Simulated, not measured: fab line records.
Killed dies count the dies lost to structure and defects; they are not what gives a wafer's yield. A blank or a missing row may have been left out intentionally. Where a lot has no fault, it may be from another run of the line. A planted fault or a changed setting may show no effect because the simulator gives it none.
fab line records	flow sky130
record: lots: 5	wafers: 15	last-day: 50
route steps=708 shown VIA1@467 METAL2@483 PAD_OPEN@708
lots untouched by any fault: they come from a run of this same line in which no faults occurred
start-h: the number of hours between the record's first day and the start of the first shown wafer of the lot	wait-h: hours from the lot's prior step to this one	" the same as in the row above	L1.1+2: a single row standing in for several wafers	- value missing, or start not given	* or withheld: withheld	< > ~ a bound
route shown NAME@n: NAME is a module with steps in the file, n the number in the route of the first one	usual: the fault-free wafers' mean and standard deviation	same: alike in all rows	chamber/n: place in a boat	sites: each site's reading	_std_site: the values' standard deviation	_edge_site: inner sites' mean taken away from outer sites' mean	radius-mm: for every site, how far away it sits from the centre of the wafer	mask NAME#n: copy n	behind: tool/chamber where the wafer was last shaped	hold: why the lot was held/for how many hours/how that ended	device: names the non-switching transistor (n, p or np)	end of line: the tests these same wafers got at the end of their route	a step given without rows: its recipe and nothing more	killed: dies that structure and defects cost at the first sort, which is not the same as the wafer's yield	map: a wafer's dies, x killed, . not, _ none there
set.NAME: the setting the step ran with; set.NAME@STEP: the setting that earlier step ran with	model.NAME: the simulator's own value behind a step, which no gauge read
certain route steps with their lots: each step a table, each wafer a row
services: the hour from which a tool's chamber was out of use, counted from the record's first day as start-h (under 0 if before that day), plus the number of hours and why
== steps ==
step: SKY_VIA1_EXPOSE_09
recipe: mask-id: VIM	na: 0.8	source-shape: annular	sigma-inner: 0.55	sigma-outer: 0.85	target-cd-nm: 150	dose-mj: 38
step: SKY_VIA1_PEB_10
recipe: peb-temp-c: withheld	peb-time-s: withheld	resist: KrF-thick
step: SKY_VIA1_DEVELOP_11
recipe: develop-time-s: 60	resist: KrF-thick	dev-temp-c: 21
step: SKY_VIA1_CD_MEAS_12
recipe: target-cd-nm: 150
usual: cd-nm: 150.4/1.8
lot.wafer	tool	chamber	start-h	wait-h	cd-nm
L136.1	cd-sem-02	-	813.47	-	149.1
L136.2	"	-	"	"	150.4
L136.5	"	-	"	"	148.9
L144.4	cd-sem-02	-	869.95	-	152.2
L144.5	"	-	"	"	152.6
L144.6	"	-	"	"	152.1
L146.1	cd-sem-02	-	887.22	-	150.2
L146.3	"	-	"	"	150.2
L146.5	"	-	"	"	149.5
L156.1	cd-sem-02	-	952.19	-	150.4
L156.2	"	-	"	"	151.1
L156.5	"	-	"	"	149.6
L157.2	cd-sem-02	-	957.19	-	150.4
L157.4	"	-	"	"	150.5
L157.6	"	-	"	"	149.7
step: SKY_VIA1_OVL_MEAS_13
usual: VIA1_OVL: -5/5.6
lot.wafer	tool	chamber	start-h	wait-h	VIA1_OVL[nm]
L136.1	overlay-01	-	813.59	0.1	-11
L136.2	"	-	"	"	-9
L136.5	"	-	"	"	-9
L144.4	overlay-01	-	870.03	0.1	-8
L144.5	"	-	"	"	-4
L144.6	"	-	"	"	-6
L146.1	overlay-02	-	887.34	0.1	-6
L146.3	"	-	"	"	-5
L146.5	"	-	"	"	-8
L156.1	overlay-01	-	952.31	0.1	7
L156.2	"	-	"	"	-6
L156.5	"	-	"	"	12
L157.2	overlay-02	-	957.30	0.1	-11
L157.4	"	-	"	"	-5
L157.6	"	-	"	"	-11
step: SKY_VIA1_ETCH_14
recipe: chemistry: N2/H2	target: BARC	ion-energy-ev: 200	source-w: 500	bias-w: 100	pressure-mtorr: 30	n2-flow-sccm: 100	h2-flow-sccm: 200	stop-on: SiO2	time-s: 45.9	target-depth-a: 600
usual: drypump-motor-current-A: 5.8/0.45	oes-product-au: 0.854/0.0044	throttle-valve-pct: 13.226/0.0084
lot.wafer	tool	chamber	start-h	wait-h	drypump-motor-current-A	oes-product-au	rf-hours-counter-h	throttle-valve-pct
L136.1	rie-diel-03	1	813.63	0.0	6.0	0.841	12	13.223
L136.2	"	3	"	"	6.1	0.854	15	13.233
L136.5	"	1	"	"	6.0	0.847	-	13.210
L144.4	rie-diel-01	3	870.05	0.0	5.0	0.851	7	13.231
L144.5	"	1	"	"	5.2	0.848	-	13.223
L144.6	"	0	"	"	5.0	0.866	-	13.243
L146.1	rie-diel-02	2	887.38	0.0	5.8	0.854	16	13.230
L146.3	"	3	"	"	5.7	0.849	0	13.232
L146.5	"	1	"	"	5.4	0.855	-	13.214
L156.1	rie-diel-01	0	952.35	0.0	4.9	0.860	18	13.229
L156.2	"	2	"	"	5.8	0.857	8	13.214
L156.5	"	3	"	"	5.0	0.860	-	13.221
L157.2	rie-diel-02	2	957.33	0.0	5.8	0.858	18	13.237
L157.4	"	0	"	"	6.5	0.852	3	13.221
L157.6	"	1	"	"	5.5	0.851	-	13.227
step: SKY_VIA1_ETCH_15
recipe: target: SiO2	chemistry: C4F8/O2/Ar	target-depth-nm: 351	stop-on: TiN	mask-material: KrF-thick	source-w: 1500	bias-w: 1200	pressure-mtorr: 40	c4f8-flow-sccm: withheld	O2_flow_sccm: 6	Ar_flow_sccm: 300	time-s: 54
usual: oes-product-au: 0.980/0.0062
lot.wafer	tool	chamber	start-h	wait-h	oes-product-au	rf-hours-counter-h
L136.1	rie-diel-03	1	813.67	0.0	0.975	12
L136.2	"	3	"	"	0.973	15
L136.5	"	1	"	"	0.984	-
L144.4	rie-diel-01	3	870.09	0.0	0.976	7
L144.5	"	1	"	"	0.979	-
L144.6	"	0	"	"	0.976	-
L146.1	rie-diel-02	2	887.42	0.0	0.994	16
L146.3	"	3	"	"	0.970	0
L146.5	"	1	"	"	0.981	-
L156.1	rie-diel-01	0	952.39	0.0	0.978	18
L156.2	"	2	"	"	0.986	8
L156.5	"	3	"	"	0.993	-
L157.2	rie-diel-02	2	957.37	0.0	0.979	18
L157.4	"	0	"	"	0.981	3
L157.6	"	1	"	"	0.983	-
step: SKY_VIA1_STRIP_16
recipe: chemistry: O2/N2	power-w: 1400	pressure-mtorr: 1500	platen-temp-c: withheld	o2-flow-sccm: 3000	n2-flow-sccm: 300	overash-fraction: 0.5
usual: drypump-motor-current-A: 5.86/0.27	oes-product-au: 0.415/0.0042	strip-time-to-endpoint-s: 4.451/0.02
lot.wafer	tool	chamber	start-h	wait-h	drypump-motor-current-A	oes-product-au	rf-hours-counter-h	strip-time-to-endpoint-s
L136.1	plasma-asher-01	0	813.72	0.0	5.41	0.414	39	4.487
L136.2	"	1	"	"	6.02	0.413	39	4.480
L136.5	"	0	"	"	5.40	0.417	-	4.482
L144.4	plasma-asher-01	0	870.17	0.1	5.41	0.408	-	4.450
L144.5	"	1	"	"	6.02	0.420	-	4.460
L144.6	"	0	"	"	5.43	0.417	-	4.470
L146.1	plasma-asher-04	0	887.47	0.0	5.67	0.416	75	4.438
L146.3	"	1	"	"	5.85	0.411	-	4.456
L146.5	"	0	"	"	5.69	0.407	-	4.462
L156.1	plasma-asher-01	1	952.43	0.0	6.00	0.418	53	4.454
L156.2	"	0	"	"	5.42	0.414	53	4.432
L156.5	"	1	"	"	5.99	0.414	-	4.469
L157.2	plasma-asher-03	1	957.42	0.0	6.21	0.416	113	4.411
L157.4	"	0	"	"	5.97	0.417	-	4.416
L157.6	"	0	"	"	5.97	0.415	-	4.462
step: SKY_VIA1_STRIP_17
recipe: chemistry: post-etch-residue-remover	time-s: 1200	temp-c: 72.5
step: SKY_VIA1_CLEAN_18
recipe: chemistry: IPA	time-s: 180	temp-c: 25
step: SKY_VIA1_CLEAN_19
recipe: chemistry: O3/DIW	dry: n2-spin
step: SKY_VIA1_SPUTTER_20
recipe: material: TiN	target-thk-nm: 20	chamber-pressure-pa: 5	power-w: 4000	time-s: 80
usual: throttle-valve-pct: 29.7/0.85
lot.wafer	tool	chamber	start-h	wait-h	throttle-valve-pct
L136.1	pvd-sputter-04	-	814.32	0.0	29.2
L136.2	"	-	"	"	30.4
L136.5	"	-	"	"	28.9
L144.4	pvd-sputter-03	-	870.77	0.0	30.7
L144.5	"	-	"	"	30.7
L144.6	"	-	"	"	28.5
L146.1	pvd-sputter-04	-	888.06	0.0	30.2
L146.3	"	-	"	"	29.9
L146.5	"	-	"	"	29.8
L156.1	pvd-sputter-02	-	953.03	0.0	30.1
L156.2	"	-	"	"	30.6
L156.5	"	-	"	"	30.5
L157.2	pvd-sputter-03	-	958.02	0.0	28.6
L157.4	"	-	"	"	29.8
L157.6	"	-	"	"	30.7
step: SKY_VIA1_CVD_21
recipe: material: W	target-thk-nm: 270	time-s: 80.902	temp-c: 400	pressure-torr: 40
usual: heater-power-w: 857/100
lot.wafer	tool	chamber	start-h	wait-h	heater-power-w	model.W_of_VIA1_CVD_21.thk-nm
L136.1	cvd-w-02	1	814.38	0.0	972	269.9
L136.2	"	0	"	"	756	273.6
L136.5	"	0	"	"	748	272.5
L144.4	cvd-w-02	1	870.86	0.1	970	268.1
L144.5	"	1	"	"	983	268.4
L144.6	"	0	"	"	746	272.3
L146.1	cvd-w-02	1	888.12	0.0	972	272.7
L146.3	"	1	"	"	974	150.6
L146.5	"	0	"	"	765	156.6
L156.1	cvd-w-01	0	953.10	0.0	770	282.8
L156.2	"	1	"	"	853	272.2
L156.5	"	0	"	"	786	281.8
L157.2	cvd-w-01	0	958.08	0.0	789	277.4
L157.4	"	0	"	"	770	276.8
L157.6	"	1	"	"	888	270.2
step: SKY_VIA1_RS_MEAS_22
recipe: thk-meas-gauge: four-point-probe	reads: W_of_VIA1_CVD_21+TiN_of_VIA1_SPUTTER_20
usual: VIA1_W_RS: 0.427/0.0058
lot.wafer	tool	chamber	start-h	wait-h	VIA1_W_RS[ohm/sq]
L136.1	film-metro-04	-	814.47	0.1	0.427
L136.2	"	-	"	"	0.421
L136.5	"	-	"	"	0.422
L144.4	film-metro-04	-	870.98	0.1	0.429
L144.5	"	-	"	"	0.429
L144.6	"	-	"	"	0.423
L146.1	film-metro-03	-	888.21	0.1	0.422
L146.3	"	-	"	"	0.774
L146.5	"	-	"	"	0.743
L156.1	film-metro-03	-	953.19	0.1	0.406
L156.2	"	-	"	"	0.423
L156.5	"	-	"	"	0.408
L157.2	film-metro-01	-	958.19	0.1	0.415
L157.4	"	-	"	"	0.416
L157.6	"	-	"	"	0.426
step: SKY_VIA1_THK_MEAS_23
recipe: thk-meas-gauge: xrf	reads: W_of_VIA1_CVD_21
usual: VIA1_W_THK: 266/3.8
lot.wafer	tool	chamber	start-h	wait-h	VIA1_W_THK[nm]
L136.1	film-metro-04	-	814.59	0.1	266
L136.2	"	-	"	"	271
L136.5	"	-	"	"	268
L144.4	film-metro-04	-	871.07	0.1	265
L144.5	"	-	"	"	268
L144.6	"	-	"	"	270
L146.1	film-metro-03	-	888.33	0.1	265
L146.3	"	-	"	"	147
L146.5	"	-	"	"	153
L156.1	film-metro-03	-	953.31	0.1	277
L156.2	"	-	"	"	267
L156.5	"	-	"	"	275
L157.2	film-metro-01	-	958.30	0.1	272
L157.4	"	-	"	"	269
L157.6	"	-	"	"	264
step: SKY_VIA1_CMP_24
recipe: stop-on: SiO2	t-overpolish-s: 15	down-force-psi: 3.5	platen-rpm: 60	target-thk-nm: 0	pad-velocity-m-s: 0.94248
usual: motor-current-A: 10.4/0.72	platen-rpm: 60.00/0.033	retaining-ring-pressure-frac: 1.000/0.0064	time-to-endpoint-s: 63/3.4
lot.wafer	tool	chamber	start-h	wait-h	motor-current-A	platen-rpm	retaining-ring-pressure-frac	time-to-endpoint-s
L136.1	cmp-02	3	814.65	0.1	9.4	60.01	0.989	62
L136.2	"	2	"	"	9.6	60.02	1.006	65
L136.5	"	0	"	"	9.7	59.98	1.010	67
L144.4	cmp-01	3	871.20	0.1	11.6	59.96	1.002	67
L144.5	"	1	"	"	10.7	59.96	0.985	66
L144.6	"	2	"	"	10.6	60.00	1.002	67
L146.1	cmp-02	0	888.39	0.1	9.6	60.02	1.001	66
L146.3	"	2	"	"	9.5	59.96	1.007	37
L146.5	"	0	"	"	10.0	60.03	1.002	39
L156.1	cmp-01	3	953.42	0.1	11.8	59.98	0.998	66
L156.2	"	0	"	"	10.6	59.94	0.998	63
L156.5	"	3	"	"	10.6	59.95	0.994	66
L157.2	cmp-02	1	958.40	0.1	10.7	60.03	0.996	67
L157.4	"	2	"	"	9.8	60.01	1.011	73
L157.6	"	1	"	"	10.5	60.01	0.993	64
step: SKY_METAL2_SPUTTER_00
recipe: material: Ti	target-thk-nm: 15	power-w: 3000	time-s: 10	chamber-pressure-pa: 0.4
usual: throttle-valve-pct: 29.8/0.72
lot.wafer	tool	chamber	start-h	wait-h	throttle-valve-pct
L136.1	pvd-sputter-03	-	814.95	0.2	29.9
L136.2	"	-	"	"	28.5
L136.5	"	-	"	"	29.8
L144.4	pvd-sputter-02	-	871.40	0.1	29.5
L144.5	"	-	"	"	30.5
L144.6	"	-	"	"	31.0
L146.1	pvd-sputter-01	-	888.69	0.2	29.8
L146.3	"	-	"	"	29.0
L146.5	"	-	"	"	29.9
L156.1	pvd-sputter-03	-	953.67	0.2	29.0
L156.2	"	-	"	"	28.5
L156.5	"	-	"	"	29.6
L157.2	pvd-sputter-01	-	958.65	0.2	28.7
L157.4	"	-	"	"	28.9
L157.6	"	-	"	"	30.2
step: SKY_PAD_OPEN_PROBE_99
usual: defect-limited-yield: 82.3/2	killed_at_M0_to_M3: 44/7	killed_at_M4_up: 3.1/1.8	killed-at-contacts: 25/5.1	killed-at-front-end: 15/4.3	killed-at-other: 0.3/0.61	killed-dies: 87/9.8	killed-open: 48/7	killed-short: 38/6.3	sort_bin_3_pad_short: 0.9/0.39	sort_bin_5_function: 10.3/1.5	sort_bin_6_memory: 6.5/1.2	sort-n-pass: 405/9.8	sort-yield-pct: 82.3/2
same: gross-dies: 492	killed-at-back-side: 0	sort_bin_4_leakage[%]: 0	sort_bin_8_speed[%]: 0
lot.wafer	tool	chamber	start-h	wait-h	defect-limited-yield[%]	killed_at_M0_to_M3	killed_at_M4_up	killed-at-contacts	killed-at-front-end	killed-at-other	killed-dies	killed-open	killed-short	sort_bin_3_pad_short[%]	sort_bin_5_function[%]	sort_bin_6_memory[%]	sort-n-pass	sort-yield-pct[%]
L144.4	prober-02	-	1136.44	0.2	83.3	41	3	23	15	0	82	46	36	0.4	8.9	7.3	410	83.3
L144.5	prober-02	-	1136.49	0.2	82.3	51	5	22	9	0	87	47	39	0.2	9.6	7.9	405	82.3
L144.6	prober-02	-	1136.54	0.2	80.7	54	4	20	17	0	95	52	42	1.0	10.4	7.9	397	80.7
L146.1	prober-02	-	1149.26	0.1	81.5	42	1	34	14	0	91	49	42	1.6	10.8	6.1	401	81.5
L146.3	prober-02	-	1149.36	0.2	80.7	57	5	19	14	0	95	45	50	0.8	12.0	6.5	397	80.7
L146.5	prober-02	-	1149.46	0.2	79.7	52	1	34	12	1	100	55	45	0.8	13.4	6.1	392	79.7
L156.1	prober-02	-	1193.69	0.1	81.9	45	1	33	9	1	89	49	40	0.6	11.0	6.5	403	81.9
L156.2	prober-02	-	1193.74	0.1	83.3	38	1	27	15	1	82	55	26	0.8	10.2	5.7	410	83.3
L156.5	prober-02	-	1193.89	0.2	83.7	44	1	25	9	1	80	51	29	0.2	11.8	4.3	412	83.7
L157.2	prober-01	-	1196.09	0.1	85.8	39	2	20	9	0	70	38	32	1.2	7.7	5.3	422	85.8
L157.4	prober-01	-	1196.19	0.2	81.7	48	1	25	15	1	90	50	40	1.0	9.8	7.5	402	81.7
L157.6	prober-01	-	1196.29	0.2	81.1	42	3	31	17	0	93	54	38	1.4	11.8	5.7	399	81.1
killed by level:class
L144.4 CONTACT:geometric-particle:open=9 METAL1:geometric-particle:short=8 VIA3:geometric-particle:open=8 VIA1:geometric-particle:open=7 POLY_GATE:geometric-particle:open=5 LOCAL_INTERCONNECT:geometric-particle:short=5 FIELD_ISO:geometric-particle:open=4 VIA3:geometric-particle:short=4
L144.5 VIA2:geometric-particle:open=9 CONTACT:geometric-particle:open=8 LI_CONTACT:geometric-particle:open=7 VIA1:geometric-particle:open=7 METAL2:geometric-particle:short=6 VIA3:geometric-particle:open=6 METAL1:geometric-particle:short=5 VIA1:geometric-particle:short=5
L144.6 VIA1:geometric-particle:open=20 VIA3:geometric-particle:open=9 FIELD_ISO:geometric-particle:short=6 CONTACT:geometric-particle:open=6 METAL3:geometric-particle:short=5 POLY_GATE:geometric-particle:short=4 VIA2:geometric-particle:open=4 LI_CONTACT:geometric-particle:short=4
L146.1 CONTACT:geometric-particle:open=11 VIA1:geometric-particle:open=11 LI_CONTACT:geometric-particle:open=9 CONTACT:geometric-particle:short=7 VIA1:geometric-particle:short=7 METAL1:geometric-particle:short=6 FIELD_ISO:geometric-particle:short=4 POLY_GATE:geometric-particle:short=4
L146.3 VIA1:geometric-particle:open=14 VIA1:geometric-particle:short=9 METAL2:geometric-particle:short=8 LI_CONTACT:geometric-particle:open=6 VIA2:geometric-particle:short=6 LOCAL_INTERCONNECT:geometric-particle:short=5 CONTACT:geometric-particle:open=5 VIA2:geometric-particle:open=5
L146.5 CONTACT:geometric-particle:open=14 VIA1:geometric-particle:open=14 CONTACT:geometric-particle:short=8 LI_CONTACT:geometric-particle:open=7 VIA3:geometric-particle:short=5 METAL1:geometric-particle:short=5 VIA1:geometric-particle:short=5 VIA3:geometric-particle:open=5
L156.1 VIA1:geometric-particle:open=11 CONTACT:geometric-particle:open=10 LI_CONTACT:geometric-particle:open=8 VIA3:geometric-particle:open=7 LOCAL_INTERCONNECT:geometric-particle:short=6 CONTACT:geometric-particle:short=6 METAL3:geometric-particle:short=5 METAL1:geometric-particle:short=3
L156.2 CONTACT:geometric-particle:open=18 VIA1:geometric-particle:open=8 VIA3:geometric-particle:open=7 FIELD_ISO:geometric-particle:open=6 LI_CONTACT:geometric-particle:open=6 METAL2:geometric-particle:short=5 METAL3:geometric-particle:short=4 METAL1:geometric-particle:short=4
L156.5 VIA1:geometric-particle:open=17 CONTACT:geometric-particle:open=10 LI_CONTACT:geometric-particle:open=6 METAL1:geometric-particle:short=6 VIA2:geometric-particle:open=5 METAL2:geometric-particle:short=5 LOCAL_INTERCONNECT:geometric-particle:open=4 VIA1:geometric-particle:short=4
L157.2 VIA1:geometric-particle:open=8 CONTACT:geometric-particle:open=7 METAL2:geometric-particle:short=7 LI_CONTACT:geometric-particle:open=5 METAL1:geometric-particle:short=5 LOCAL_INTERCONNECT:geometric-particle:short=5 VIA2:geometric-particle:open=5 VIA3:geometric-particle:open=4
L157.4 CONTACT:geometric-particle:open=10 VIA1:geometric-particle:open=10 VIA3:geometric-particle:open=10 LI_CONTACT:geometric-particle:open=7 POLY_GATE:geometric-particle:open=5 POLY_GATE:geometric-particle:short=5 VIA1:geometric-particle:short=4 METAL2:geometric-particle:short=4
L157.6 CONTACT:geometric-particle:open=17 VIA1:geometric-particle:open=8 POLY_GATE:geometric-particle:open=6 METAL1:geometric-particle:short=6 VIA3:geometric-particle:open=5 METAL2:geometric-particle:short=5 METAL3:geometric-particle:short=5 FIELD_ISO:geometric-particle:open=4
== services ==
tool	chamber	start-h	hours	kind
cmp-02	-	808.72	0.5	repair
rie-diel-03	0	810.73	6.6	repair
cvd-w-01	-	826.28	0.9	repair
pvd-sputter-01	-	833.08	3.0	repair
rie-diel-01	2	834.00	8.0	repair
rie-diel-02	0	853.73	-	clean
rie-diel-02	0	853.73	15.1	scheduled-down
rie-diel-02	0	853.73	15.1	vent-cycle
cvd-w-01	-	855.60	6.9	pm
cmp-02	-	868.17	3.4	repair
rie-diel-02	3	868.87	-	clean
rie-diel-02	3	868.87	18.1	scheduled-down
rie-diel-01	-	886.64	1.4	repair
cmp-02	-	891.51	14.8	pm
rie-diel-02	2	896.12	3.5	repair
pvd-sputter-04	-	900.39	18.2	repair
rie-diel-03	3	901.63	19.9	repair
cvd-w-01	-	904.00	14.0	pm
cmp-01	-	912.00	4.0	pm
rie-diel-01	3	918.59	4.7	repair
cvd-w-01	-	919.31	1.0	repair
pvd-sputter-02	-	942.36	10.4	repair
cvd-w-02	-	953.39	1.9	repair
pvd-sputter-04	-	957.31	26.4	repair
== key ==
first-sign: step: SKY_VIA1_RS_MEAS_22	reading: VIA1_W_RS	direction: up	sigmas: 57	usual: 0.427	struck: 0.759
effect: step: SKY_VIA1_THK_MEAS_23	reading: VIA1_W_THK	direction: down	sigmas: 30	usual: 266	struck: 150
effect: step: SKY_VIA1_CMP_24	reading: time-to-endpoint-s	direction: down	sigmas: 7.4	usual: *	struck: *
model-effect: step: SKY_VIA1_CVD_21	value: W_of_VIA1_CVD_21.thk-nm	without: 273.8	struck: 153.6
met-at SKY_VIA1_CVD_21
struck-wafers L146.3,L146.5
onset-between 870.86 888.12
fault: kind: process-parameter-drift	tool: cvd-w-02	chamber: -	onset-h: 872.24	steps: SKY_VIA1_CVD_21	channel: target-thk-nm	offset: -120.61	shape: step	end-h: 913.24	scope: struck-wafers-only	acts-in: these-recipes-only	stated: 270
